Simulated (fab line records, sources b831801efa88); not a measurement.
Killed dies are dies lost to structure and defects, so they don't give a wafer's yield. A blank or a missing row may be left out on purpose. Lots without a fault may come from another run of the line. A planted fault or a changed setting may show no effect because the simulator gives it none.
Chamber matching | flow gf180mcu | GF_STI_WET_ETCH_17 on wet_bench-02: 3 sister chambers
The step etches Si3N4 in H3PO4, target depth 45 nm, time 514 s. 14 wafers are shown with their chamber, then 7 later ones without.

WAFERS WITH THEIR CHAMBER
wafer  | chamber | run_length_s (s)
L731.3 | 3       | 542
L731.4 | 3       | 542
L731.6 | 3       | 542
L733.1 | 3       | 541
L733.3 | 3       | 541
L733.4 | 3       | 541
L735.1 | 1       | 540
L735.3 | 1       | 540
L735.4 | 1       | 540
L736.2 | 1       | 539
L736.3 | 1       | 539
L736.6 | 1       | 539
L737.1 | 0       | 540
L737.3 | 0       | 540

SIGNATURES (means of the wafers above)
reading      | chamber 0 | chamber 1 | chamber 3 | scatter within a chamber
run_length_s | 540.00    | 539.50    | 541.50    | 0.522
Rule: a wafer's distance from a chamber is the root of the sum, over the readings, of the square of ((its reading less the chamber's mean) divided by the reading's scatter). The wafer belongs to the nearest chamber; if the next one is less than 2 further off, it can't be placed. The scatter: the root of (the sum of the squares of (reading less its chamber's mean) over the shown wafers, divided by (wafers less chambers)).

WAFERS WITHOUT THEIR CHAMBER
wafer  | run_length_s (s)
L737.6 | 540
L738.2 | 539
L738.4 | 539
L738.5 | 539
L739.3 | 542
L739.5 | 542
L739.6 | 542

WHICH CHAMBER EACH WENT THROUGH
wafer  | from the rows above     | in truth
L737.6 | can't be placed: 0 or 1 | 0
L738.2 | can't be placed: 1 or 0 | 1
L738.4 | can't be placed: 1 or 0 | 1
L738.5 | can't be placed: 1 or 0 | 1
L739.3 | 3                       | 3
L739.5 | 3                       | 3
L739.6 | 3                       | 3
Placed correctly: 3 of 7. Can't be placed from these rows: 4 (the true chamber is among the candidates in 4). Placed wrongly: 0.
